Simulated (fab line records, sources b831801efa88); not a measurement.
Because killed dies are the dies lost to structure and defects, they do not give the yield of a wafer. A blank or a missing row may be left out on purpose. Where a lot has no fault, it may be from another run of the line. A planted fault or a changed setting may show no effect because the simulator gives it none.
Which of the tools did it? | flow gf180mcu | Sampling: 13 lots, 39 wafers, 6 of 602 route steps

WHAT THE GAUGES SHOWED, per wafer
GF_STI_THK_MEAS_22. Usual: STI_OXIDATION_01_THK typically reads 15.29 nm, with standard deviation 0.27.
lot  | measured    | on            | STI_OXIDATION_01_THK (nm) | flag
L149 | day 2 05:34 | film_metro-02 | 15.14 15.23 15.26         |
L152 | day 2 18:47 | film_metro-03 | 15.51 15.30 15.19         |
L153 | day 3 00:10 | film_metro-02 | 14.85 14.97 15.00         |
L155 | day 3 10:53 | film_metro-03 | 15.01 15.08 15.09         |
L156 | day 3 16:34 | film_metro-01 | 15.38 15.40 15.25         |
L159 | day 4 07:54 | film_metro-01 | 15.75 15.42 15.62         |
L161 | day 4 17:05 | film_metro-01 | 15.26 15.14 15.18         |
L162 | day 4 21:58 | film_metro-02 | 15.48 15.53 15.71         |
L163 | day 5 04:24 | film_metro-03 | 15.21 15.36 15.50         |
L164 | day 5 09:11 | film_metro-02 | 15.06 15.12 15.29         |
L165 | day 5 14:28 | film_metro-03 | 15.16 15.34 15.23         |
L166 | day 5 17:47 | film_metro-01 | 15.35 15.44 15.46         |
L172 | day 7 03:39 | film_metro-01 | 15.33 15.44 15.24         |

GF_HV_LDD_TW_MEAS_38. Usual: HV_LDD_3_TW typically reads 1447, with standard deviation 6.7.
lot  | measured     | on            | HV_LDD_3_TW    | flag
L149 | day 11 15:49 | film_metro-04 | 1447 1442 1446 |
L152 | day 12 11:10 | film_metro-04 | 1456 1437 1454 |
L153 | day 12 20:02 | film_metro-04 | 1440 1453 1442 |
L155 | day 13 12:19 | film_metro-03 | 1443 1449 1453 |
L156 | day 13 19:04 | film_metro-04 | 1452 1451 1462 |
L159 | day 14 21:05 | film_metro-03 | 1437 1437 1445 |
L161 | day 15 08:34 | film_metro-04 | 1447 1447 1448 |
L162 | day 15 17:20 | film_metro-01 | 1440 1455 1444 |
L163 | day 16 04:04 | film_metro-03 | 1756 1750 1752 | OFF
L164 | day 16 10:07 | film_metro-03 | 1446 1444 1445 |
L165 | day 16 23:50 | film_metro-03 | 1440 1438 1449 |
L166 | day 17 00:49 | film_metro-01 | 1756 1765 1762 | OFF
L172 | day 19 07:28 | film_metro-03 | 1443 1444 1450 |

GF_HV_LDD_RS_MEAS_53: measures by four-point-probe. Usual: HV_LDD_RS typically reads 418.3 ohm/sq, with standard deviation 1.1.
lot  | measured     | on            | HV_LDD_RS (ohm/sq) | flag
L149 | day 12 11:47 | film_metro-03 | 418.9 419.6 419.7  |
L152 | day 13 07:13 | film_metro-01 | 418.4 417.7 418.0  |
L153 | day 13 15:50 | film_metro-04 | 420.0 420.4 418.5  |
L155 | day 14 09:34 | film_metro-04 | 417.5 416.9 417.9  |
L156 | day 14 16:13 | film_metro-01 | 417.5 418.2 417.0  |
L159 | day 15 19:05 | film_metro-04 | 419.2 419.1 419.7  |
L161 | day 16 06:28 | film_metro-04 | 419.0 418.4 420.2  |
L162 | day 16 14:34 | film_metro-01 | 416.9 416.7 417.4  |
L163 | day 17 02:56 | film_metro-04 | 363.5 363.6 363.0  | OFF
L164 | day 17 09:39 | film_metro-04 | 418.0 417.9 418.7  |
L165 | day 17 23:05 | film_metro-03 | 415.9 416.8 416.5  |
L166 | day 18 01:01 | film_metro-03 | 362.1 361.7 361.4  | OFF
L172 | day 20 08:27 | film_metro-04 | 418.2 418.4 417.6  |

GF_M3_OVL_MEAS_15. Usual: M3_OVL typically reads 0 nm, with standard deviation 5.5.
lot  | measured     | on         | M3_OVL (nm) | flag
L149 | day 21 09:33 | overlay-02 | -3 3 -3     |
L152 | day 22 11:57 | overlay-01 | 7 0 7       |
L153 | day 22 20:27 | overlay-02 | 3 -9 4      |
L155 | day 23 18:57 | overlay-02 | 8 3 4       |
L156 | day 23 22:06 | overlay-02 | 0 -4 -2     |
L159 | day 25 01:17 | overlay-01 | 4 3 9       |
L161 | day 25 17:09 | overlay-01 | 5 11 4      |
L162 | day 25 21:47 | overlay-02 | 0 -4 -11    |
L163 | day 26 07:24 | overlay-02 | 2 -3 2      |
L164 | day 26 12:26 | overlay-01 | 4 3 3       |
L165 | day 27 01:35 | overlay-01 | -7 -3 -10   |
L166 | day 27 03:23 | overlay-02 | -5 3 -6     |
L172 | day 29 00:38 | overlay-01 | -3 6 0      |

EACH LOT AND THE TOOL THAT RAN IT (in order: tool; ch and the chambers of the sampled wafers; start)
lot  | GF_HV_LDD_IMPLANT_36            | GF_V2_ETCH_17
L149 | implanter-02 ch 0, day 11 15:34 | rie_diel-01 ch 1,2, day 21 09:33 or earlier
L152 | implanter-01 ch 0, day 12 10:55 | rie_diel-01 ch 0,1,3, day 22 11:57 or earlier
L153 | implanter-03 ch 0, day 12 19:48 | rie_diel-04 ch 1,2, day 22 20:27 or earlier
L155 | implanter-03 ch 0, day 13 12:04 | rie_diel-03 ch 0,1,3, day 23 18:57 or earlier
L156 | implanter-02 ch 0, day 13 18:49 | rie_diel-01 ch 1,2, day 23 22:06 or earlier
L159 | implanter-01 ch 0, day 14 20:51 | rie_diel-04 ch 0,1, day 25 01:17 or earlier
L161 | implanter-03 ch 0, day 15 08:20 | rie_diel-03 ch 0,1,2, day 25 17:09 or earlier
L162 | implanter-01 ch 0, day 15 17:05 | rie_diel-03 ch 2,3, day 25 21:47 or earlier
L163 | implanter-03 ch 0, day 16 03:50 | rie_diel-04 ch 0,2,3, day 26 07:24 or earlier
L164 | implanter-01 ch 0, day 16 09:52 | rie_diel-01 ch 0,2, day 26 12:26 or earlier
L165 | implanter-02 ch 0, day 16 23:35 | rie_diel-01 ch 0,2, day 27 01:35 or earlier
L166 | implanter-03 ch 0, day 17 00:34 | rie_diel-04 ch 1,2,3, day 27 03:23 or earlier
L172 | implanter-02 ch 0, day 19 07:14 | rie_diel-04 ch 0,3, day 29 00:38 or earlier
- GF_HV_LDD_IMPLANT_36
- GF_V2_ETCH_17: etches SiO2 in C4F8/O2/Ar, stops on TiN, target depth 630 nm.

AS READ BY THE TOOLS THEMSELVES (means over the sampled wafers that have a number; for cases with no such wafer, the mark the record gives instead)
GF_HV_LDD_IMPLANT_36. Usual: dose_ions_cm2 7.501e+12, standard deviation 9.3e+09; faraday_current_uA 42.3, standard deviation 0.92.
lot  | tool         | dose_ions_cm2 | faraday_current_uA | flag
L149 | implanter-02 | 7.504e+12     | 41.6               |
L152 | implanter-01 | 7.514e+12     | 42.3               |
L153 | implanter-03 | 7.504e+12     | 43.2               |
L155 | implanter-03 | 7.497e+12     | 41.8               |
L156 | implanter-02 | 7.505e+12     | 43.0               |
L159 | implanter-01 | 7.510e+12     | 42.2               |
L161 | implanter-03 | 7.505e+12     | 41.8               |
L162 | implanter-01 | 7.510e+12     | 42.2               |
L163 | implanter-03 | 3.284e+13     | 182.0              | OFF
L164 | implanter-01 | 7.497e+12     | 42.4               |
L165 | implanter-02 | 7.498e+12     | 42.5               |
L166 | implanter-03 | 3.285e+13     | 185.4              | OFF
L172 | implanter-02 | 7.503e+12     | 41.1               |

GF_V2_ETCH_17. Usual: oes_product_au 0.855 a.u., standard deviation 0.0045.
lot  | tool        | oes_product_au (a.u.) | flag
L149 | rie_diel-01 | 0.856                 |
L152 | rie_diel-01 | 0.859                 |
L153 | rie_diel-04 | 0.852                 |
L155 | rie_diel-03 | 0.852                 |
L156 | rie_diel-01 | 0.857                 |
L159 | rie_diel-04 | 0.851                 |
L161 | rie_diel-03 | 0.855                 |
L162 | rie_diel-03 | 0.862                 |
L163 | rie_diel-04 | 0.851                 |
L164 | rie_diel-01 | 0.858                 |
L165 | rie_diel-01 | 0.856                 |
L166 | rie_diel-04 | 0.855                 |
L172 | rie_diel-04 | 0.853                 |

THE ANSWER, worked out from the rows above alone
Rule: a lot counts as off when the mean over its wafers that have a number is more than 3 standard deviations away from the usual mean. Also off: a lot with no number at a reading for which 4 or more lots have one. All remaining lots with rows at the step are treated as sound. First the gauges in route order, then the tools' own readings, where a lot's mean is used as printed above. The first step at which some lot is off is used, and at that step the reading that is off furthest; a lot without a number counts as furthest.
Off: at GF_HV_LDD_TW_MEAS_38 (HV_LDD_3_TW), L163, L166.
A tool fits if, at a process step before that reading, it ran every lot that is off, and no sound lot after the first of them. The gauges at GF_HV_LDD_TW_MEAS_38 aren't tried: what is off there is off at GF_HV_LDD_IMPLANT_36 too, on other tools, and a gauge's error can't cause that. One fits: implanter-03 at GF_HV_LDD_IMPLANT_36. A fault onset in the window from L161 (day 15 08:20, its last sound lot) to L163 (day 16 03:50, its first lot off) fits.
The tool's own readings at GF_HV_LDD_IMPLANT_36 bear it out: on the lots that are off they differ by more than 5 times the standard deviation of the sound lots' means. dose_ions_cm2 reads 3.284e+13 there against 7.504e+12 on the sound lots; faraday_current_uA reads 183.7 there against 42.2 on the sound lots.

WHAT THE SIMULATOR PUT IN
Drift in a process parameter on implanter-03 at GF_HV_LDD_IMPLANT_36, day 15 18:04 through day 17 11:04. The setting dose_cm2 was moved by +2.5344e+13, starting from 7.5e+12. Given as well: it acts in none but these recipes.
Shown lots that were struck: L163, L166. The rule given above showed the same thing.
